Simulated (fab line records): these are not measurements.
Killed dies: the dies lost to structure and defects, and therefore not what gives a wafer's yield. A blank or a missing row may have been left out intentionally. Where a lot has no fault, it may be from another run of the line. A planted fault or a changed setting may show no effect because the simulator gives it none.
Which tool did it? || flow gf180mcu || 13 lots with 39 wafers sampled at 5 steps, on a route of 602 steps

WHAT THE GAUGES SHOWED, per wafer
GF_STI_THK_MEAS_30.
{"lot": "L313", "measured": "day 2 06:04", "on": "film-metro-04", "STI_OXIDATION_02_THK (nm)": "9.79 9.84 9.88"}
{"lot": "L315", "measured": "day 3 01:44", "on": "film-metro-02", "STI_OXIDATION_02_THK (nm)": "10.07 10.16 10.33"}
{"lot": "L316", "measured": "day 3 03:29", "on": "film-metro-01", "STI_OXIDATION_02_THK (nm)": "10.36 10.41 10.43"}
{"lot": "L319", "measured": "day 3 10:27", "on": "film-metro-04", "STI_OXIDATION_02_THK (nm)": "10.22 9.93 10.03"}
{"lot": "L320", "measured": "day 3 18:04", "on": "film-metro-02", "STI_OXIDATION_02_THK (nm)": "9.85 10.01 10.05"}
{"lot": "L321", "measured": "day 3 23:54", "on": "film-metro-04", "STI_OXIDATION_02_THK (nm)": "10.27 10.15 10.30"}
{"lot": "L322", "measured": "day 4 06:41", "on": "film-metro-01", "STI_OXIDATION_02_THK (nm)": "10.05 10.08 9.99"}
{"lot": "L323", "measured": "day 4 12:50", "on": "film-metro-02", "STI_OXIDATION_02_THK (nm)": "9.83 9.75 9.92"}
{"lot": "L324", "measured": "day 4 17:21", "on": "film-metro-01", "STI_OXIDATION_02_THK (nm)": "9.95 10.00 9.82"}
{"lot": "L327", "measured": "day 5 10:42", "on": "film-metro-02", "STI_OXIDATION_02_THK (nm)": "10.17 9.96 10.18"}
{"lot": "L329", "measured": "day 5 19:43", "on": "film-metro-02", "STI_OXIDATION_02_THK (nm)": "10.08 10.18 9.93"}
{"lot": "L334", "measured": "day 6 19:59", "on": "film-metro-01", "STI_OXIDATION_02_THK (nm)": "10.06 9.95 9.97"}
{"lot": "L336", "measured": "day 7 06:12", "on": "film-metro-01", "STI_OXIDATION_02_THK (nm)": "9.76 9.81 9.86"}

GF_VT_IMPLANT_TW_MEAS_32.
{"lot": "L313", "measured": "day 6 13:46", "on": "film-metro-04", "VT_IMPLANT_3_TW": "271.7 271.7 271.4"}
{"lot": "L315", "measured": "day 7 22:47", "on": "film-metro-03", "VT_IMPLANT_3_TW": "269.0 269.8 267.9"}
{"lot": "L316", "measured": "day 8 01:12", "on": "film-metro-02", "VT_IMPLANT_3_TW": "270.6 269.1 270.3"}
{"lot": "L319", "measured": "day 8 09:21", "on": "film-metro-03", "VT_IMPLANT_3_TW": "269.0 269.2 267.9"}
{"lot": "L320", "measured": "day 8 21:49", "on": "film-metro-02", "VT_IMPLANT_3_TW": "269.2 269.3 269.6"}
{"lot": "L321", "measured": "day 9 03:35", "on": "film-metro-03", "VT_IMPLANT_3_TW": "266.5 267.9 266.7"}
{"lot": "L322", "measured": "day 9 14:46", "on": "film-metro-02", "VT_IMPLANT_3_TW": "331.4 330.4 330.7"}
{"lot": "L323", "measured": "day 9 19:24", "on": "film-metro-02", "VT_IMPLANT_3_TW": "267.2 267.8 267.5"}
{"lot": "L324", "measured": "day 10 02:18", "on": "film-metro-03", "VT_IMPLANT_3_TW": "274.8 273.6 272.7"}
{"lot": "L327", "measured": "day 11 01:18", "on": "film-metro-02", "VT_IMPLANT_3_TW": "269.3 271.2 269.9"}
{"lot": "L329", "measured": "day 11 15:07", "on": "film-metro-04", "VT_IMPLANT_3_TW": "337.9 334.2 337.0"}
{"lot": "L334", "measured": "day 12 20:35", "on": "film-metro-04", "VT_IMPLANT_3_TW": "274.3 274.2 274.7"}
{"lot": "L336", "measured": "day 13 08:11", "on": "film-metro-04", "VT_IMPLANT_3_TW": "272.1 271.5 271.7"}

TOOL THAT RAN EACH LOT (tool first, then ch and the chambers of the sampled wafers, then the start)
{"lot": "L313", "GF_NWELL_STRIP_10": "plasma-asher-01 ch 0,1, day 3 01:14", "GF_MVPSD_STRIP_10": "plasma-asher-02 ch 0,1, day 4 17:26", "GF_VT_IMPLANT_IMPLANT_30": "implanter-04 ch 0, day 6 13:31"}
{"lot": "L315", "GF_NWELL_STRIP_10": "plasma-asher-01 ch 0,1, day 4 04:08", "GF_MVPSD_STRIP_10": "plasma-asher-02 ch 0,1, day 5 22:38", "GF_VT_IMPLANT_IMPLANT_30": "implanter-01 ch 0, day 7 22:33"}
{"lot": "L316", "GF_NWELL_STRIP_10": "plasma-asher-01 ch 0,1, day 4 05:38", "GF_MVPSD_STRIP_10": "plasma-asher-04 ch 0,1, day 6 00:08", "GF_VT_IMPLANT_IMPLANT_30": "implanter-02 ch 0, day 8 00:57"}
{"lot": "L319", "GF_NWELL_STRIP_10": "plasma-asher-04 ch 0,1, day 4 13:27", "GF_MVPSD_STRIP_10": "plasma-asher-03 ch 0,1, day 6 08:25", "GF_VT_IMPLANT_IMPLANT_30": "implanter-04 ch 0, day 8 09:06"}
{"lot": "L320", "GF_NWELL_STRIP_10": "plasma-asher-02 ch 0,1, day 4 21:05", "GF_MVPSD_STRIP_10": "plasma-asher-03 ch 0,1, day 6 19:12", "GF_VT_IMPLANT_IMPLANT_30": "implanter-01 ch 0, day 8 21:36"}
{"lot": "L321", "GF_NWELL_STRIP_10": "plasma-asher-04 ch 0,1, day 5 03:47", "GF_MVPSD_STRIP_10": "plasma-asher-03 ch 0,1, day 7 00:19", "GF_VT_IMPLANT_IMPLANT_30": "implanter-02 ch 0, day 9 03:20"}
{"lot": "L322", "GF_NWELL_STRIP_10": "plasma-asher-01 ch 0,1, day 5 10:29", "GF_MVPSD_STRIP_10": "plasma-asher-02 ch 0,1, day 7 10:05", "GF_VT_IMPLANT_IMPLANT_30": "implanter-02 ch 0, day 9 14:12"}
{"lot": "L323", "GF_NWELL_STRIP_10": "plasma-asher-01 ch 0,1, day 5 15:27", "GF_MVPSD_STRIP_10": "plasma-asher-02 ch 0,1, day 7 14:44", "GF_VT_IMPLANT_IMPLANT_30": "implanter-02 ch 0, day 9 19:09"}
{"lot": "L324", "GF_NWELL_STRIP_10": "plasma-asher-04 ch 0,1, day 5 21:51", "GF_MVPSD_STRIP_10": "plasma-asher-02 ch 0,1, day 7 22:37", "GF_VT_IMPLANT_IMPLANT_30": "implanter-01 ch 0, day 10 02:03"}
{"lot": "L327", "GF_NWELL_STRIP_10": "plasma-asher-01 ch 0,1, day 6 17:18", "GF_MVPSD_STRIP_10": "plasma-asher-03 ch 0,1, day 8 19:56", "GF_VT_IMPLANT_IMPLANT_30": "implanter-01 ch 0, day 11 01:03"}
{"lot": "L329", "GF_NWELL_STRIP_10": "plasma-asher-01 ch 0,1, day 7 03:47", "GF_MVPSD_STRIP_10": "plasma-asher-03 ch 0,1, day 9 07:31", "GF_VT_IMPLANT_IMPLANT_30": "implanter-02 ch 0, day 11 14:23"}
{"lot": "L334", "GF_NWELL_STRIP_10": "plasma-asher-01 ch 0, day 8 05:45", "GF_MVPSD_STRIP_10": "plasma-asher-02 ch 0,1, day 10 11:52", "GF_VT_IMPLANT_IMPLANT_30": "implanter-02 ch 0, day 12 20:20"}
{"lot": "L336", "GF_NWELL_STRIP_10": "plasma-asher-02 ch 0,1, day 8 15:39", "GF_MVPSD_STRIP_10": "plasma-asher-02 ch 0,1, day 10 21:29", "GF_VT_IMPLANT_IMPLANT_30": "implanter-01 ch 0, day 13 07:56"}
- GF_NWELL_STRIP_10: strips in O2/N2.
- GF_MVPSD_STRIP_10: strips in O2/N2.
- GF_VT_IMPLANT_IMPLANT_30

WHAT THE TOOLS THEMSELVES READ (means of the sampled wafers that have a number; where no wafer has one, the mark that the record gives instead)
GF_NWELL_STRIP_10.
{"lot": "L313", "tool": "plasma-asher-01", "drypump-motor-current-A (A)": 5.3, "heater-power-w (W)": 321, "oes-product-au (a.u.)": 0.723, "strip-time-to-endpoint-s (s)": 37.01}
{"lot": "L315", "tool": "plasma-asher-01", "drypump-motor-current-A (A)": 5.3, "heater-power-w (W)": 319, "oes-product-au (a.u.)": 0.723, "strip-time-to-endpoint-s (s)": 36.91}
{"lot": "L316", "tool": "plasma-asher-01", "drypump-motor-current-A (A)": 5.8, "heater-power-w (W)": 324, "oes-product-au (a.u.)": 0.726, "strip-time-to-endpoint-s (s)": 37.00}
{"lot": "L319", "tool": "plasma-asher-04", "drypump-motor-current-A (A)": 5.9, "heater-power-w (W)": 322, "oes-product-au (a.u.)": 0.722, "strip-time-to-endpoint-s (s)": 36.91}
{"lot": "L320", "tool": "plasma-asher-02", "drypump-motor-current-A (A)": 5.5, "heater-power-w (W)": 317, "oes-product-au (a.u.)": 0.720, "strip-time-to-endpoint-s (s)": 36.96}
{"lot": "L321", "tool": "plasma-asher-04", "drypump-motor-current-A (A)": 6.2, "heater-power-w (W)": 361, "oes-product-au (a.u.)": 0.720, "strip-time-to-endpoint-s (s)": 37.26}
{"lot": "L322", "tool": "plasma-asher-01", "drypump-motor-current-A (A)": 5.3, "heater-power-w (W)": 317, "oes-product-au (a.u.)": 0.726, "strip-time-to-endpoint-s (s)": 37.06}
{"lot": "L323", "tool": "plasma-asher-01", "drypump-motor-current-A (A)": 5.8, "heater-power-w (W)": 324, "oes-product-au (a.u.)": 0.718, "strip-time-to-endpoint-s (s)": 37.01}
{"lot": "L324", "tool": "plasma-asher-04", "drypump-motor-current-A (A)": 5.9, "heater-power-w (W)": 330, "oes-product-au (a.u.)": 0.720, "strip-time-to-endpoint-s (s)": 36.95}
{"lot": "L327", "tool": "plasma-asher-01", "drypump-motor-current-A (A)": 5.8, "heater-power-w (W)": 321, "oes-product-au (a.u.)": 0.722, "strip-time-to-endpoint-s (s)": 37.04}
{"lot": "L329", "tool": "plasma-asher-01", "drypump-motor-current-A (A)": 5.8, "heater-power-w (W)": 318, "oes-product-au (a.u.)": 0.719, "strip-time-to-endpoint-s (s)": 37.17}
{"lot": "L334", "tool": "plasma-asher-01", "drypump-motor-current-A (A)": 4.9, "heater-power-w (W)": 307, "oes-product-au (a.u.)": 0.721, "strip-time-to-endpoint-s (s)": 36.93}
{"lot": "L336", "tool": "plasma-asher-02", "drypump-motor-current-A (A)": 5.4, "heater-power-w (W)": 364, "oes-product-au (a.u.)": 0.720, "strip-time-to-endpoint-s (s)": 36.87}

GF_MVPSD_STRIP_10.
{"lot": "L313", "tool": "plasma-asher-02", "drypump-motor-current-A (A)": 5.53, "heater-power-w (W)": 323, "oes-product-au (a.u.)": 0.724, "strip-time-to-endpoint-s (s)": 36.97}
{"lot": "L315", "tool": "plasma-asher-02", "drypump-motor-current-A (A)": 5.51, "heater-power-w (W)": 333, "oes-product-au (a.u.)": 0.720, "strip-time-to-endpoint-s (s)": 36.98}
{"lot": "L316", "tool": "plasma-asher-04", "drypump-motor-current-A (A)": 6.23, "heater-power-w (W)": 356, "oes-product-au (a.u.)": 0.722, "strip-time-to-endpoint-s (s)": 37.13}
{"lot": "L319", "tool": "plasma-asher-03", "drypump-motor-current-A (A)": 5.52, "heater-power-w (W)": 334, "oes-product-au (a.u.)": 0.723, "strip-time-to-endpoint-s (s)": 36.93}
{"lot": "L320", "tool": "plasma-asher-03", "drypump-motor-current-A (A)": 5.48, "heater-power-w (W)": 333, "oes-product-au (a.u.)": 0.721, "strip-time-to-endpoint-s (s)": 36.96}
{"lot": "L321", "tool": "plasma-asher-03", "drypump-motor-current-A (A)": 5.49, "heater-power-w (W)": 318, "oes-product-au (a.u.)": 0.722, "strip-time-to-endpoint-s (s)": 36.76}
{"lot": "L322", "tool": "plasma-asher-02", "drypump-motor-current-A (A)": 5.51, "heater-power-w (W)": 330, "oes-product-au (a.u.)": 0.722, "strip-time-to-endpoint-s (s)": 37.04}
{"lot": "L323", "tool": "plasma-asher-02", "drypump-motor-current-A (A)": 5.40, "heater-power-w (W)": 355, "oes-product-au (a.u.)": 0.726, "strip-time-to-endpoint-s (s)": 37.08}
{"lot": "L324", "tool": "plasma-asher-02", "drypump-motor-current-A (A)": 5.41, "heater-power-w (W)": 359, "oes-product-au (a.u.)": 0.723, "strip-time-to-endpoint-s (s)": 36.91}
{"lot": "L327", "tool": "plasma-asher-03", "drypump-motor-current-A (A)": 5.49, "heater-power-w (W)": 332, "oes-product-au (a.u.)": 0.723, "strip-time-to-endpoint-s (s)": 37.12}
{"lot": "L329", "tool": "plasma-asher-03", "drypump-motor-current-A (A)": 5.50, "heater-power-w (W)": 320, "oes-product-au (a.u.)": 0.725, "strip-time-to-endpoint-s (s)": 36.85}
{"lot": "L334", "tool": "plasma-asher-02", "drypump-motor-current-A (A)": 5.42, "heater-power-w (W)": 369, "oes-product-au (a.u.)": 0.722, "strip-time-to-endpoint-s (s)": 37.01}
{"lot": "L336", "tool": "plasma-asher-02", "drypump-motor-current-A (A)": 5.40, "heater-power-w (W)": 361, "oes-product-au (a.u.)": 0.726, "strip-time-to-endpoint-s (s)": 36.84}

THE ANSWER, worked out from the rows above alone
Rule: the lots themselves supply what counts as usual. The widest of any qualifying gaps counts: lots, ordered by their means at a reading, are off when they make up no more than a third of the lots, leave a main group of 4 or more, and stand apart from it by 3 or more times the standard deviation of that group's means. Not used: any main group whose means are identical at the precision the tables above print for the reading. A lot without any number at a reading at which 4 lots or more have one is off too. Any other lot the step has rows for is counted as sound. First the gauges in route order, then the tools' own readings, where a lot's mean is used as printed above. At the first step where some lot is off, the reading lying furthest off is the one used; lots without a number count as furthest.
Off: L322, L329, seen at GF_VT_IMPLANT_TW_MEAS_32 (VT_IMPLANT_3_TW). The main group has a mean of 270.3 with a standard deviation of 2.3.
A tool fits if, at a process step before that reading, it ran every lot that is off, and no sound lot after the first of them. Those tools and the gauges at GF_VT_IMPLANT_TW_MEAS_32 are tried in the same way. Not one of the candidates tried fits.

WHAT THE SIMULATOR HAD INSERTED
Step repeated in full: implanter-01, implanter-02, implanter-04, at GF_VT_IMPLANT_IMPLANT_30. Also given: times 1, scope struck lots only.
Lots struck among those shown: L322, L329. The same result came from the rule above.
